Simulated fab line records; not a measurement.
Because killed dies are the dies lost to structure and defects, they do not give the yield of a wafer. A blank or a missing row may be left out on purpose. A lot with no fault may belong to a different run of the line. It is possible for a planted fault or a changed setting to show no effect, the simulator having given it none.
Matching of chambers | flow sky130 | 4 sister chambers for SKY_VIA2_ETCH_15 on rie diel-04
The step etches SiO2 in C4F8/O2/Ar, stops on TiN, target depth 546 nm, time 84 s. 4 wafers are shown with their chamber, then 10 later ones without.

EACH WAFER AND ITS CHAMBER
wafer  | chamber | oes product au (a.u.)
L081.5 | 3       | 0.936
L083.5 | 1       | 0.930
L090.3 | 2       | 0.937
L090.5 | 0       | 0.937

WAFERS WITHOUT THEIR CHAMBER
wafer  | oes product au (a.u.)
L090.6 | 0.945
L091.3 | 0.934
L091.4 | 0.940
L091.6 | 0.945
L094.1 | 0.941
L094.3 | 0.935
L094.4 | 0.939
L095.1 | 0.939
L095.3 | 0.942
L095.5 | 0.941

EACH ONE'S CHAMBER
wafer  | from the rows above               | in truth
L090.6 | can't be placed: 0 or 2 or 3 or 1 | 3
L091.3 | can't be placed: 3 or 0 or 2 or 1 | 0
L091.4 | can't be placed: 0 or 2 or 3 or 1 | 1
L091.6 | can't be placed: 0 or 2 or 3 or 1 | 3
L094.1 | can't be placed: 0 or 2 or 3 or 1 | 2
L094.3 | can't be placed: 3 or 0 or 2 or 1 | 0
L094.4 | can't be placed: 0 or 2 or 3 or 1 | 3
L095.1 | can't be placed: 0 or 2 or 3 or 1 | 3
L095.3 | can't be placed: 0 or 2 or 3 or 1 | 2
L095.5 | can't be placed: 0 or 2 or 3 or 1 | 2
Correctly placed: 0 of 10. From these rows, 10 cannot be placed; in 10 the true chamber is one of the candidates. Placed wrongly: 0.
How it was worked out, from the rows above alone: a wafer's distance from a chamber is the root of the sum, over the readings, of the square of ((its reading less the chamber's mean) divided by the reading's scatter). If the next closest chamber is less than 2 further off than the closest, the wafer can't be placed; otherwise it belongs to the closest. The mean given for a chamber averages the wafers shown for that chamber. The scatter: root of mean squared gap, hidden wafer to nearest shown wafer, with one shown wafer a chamber.
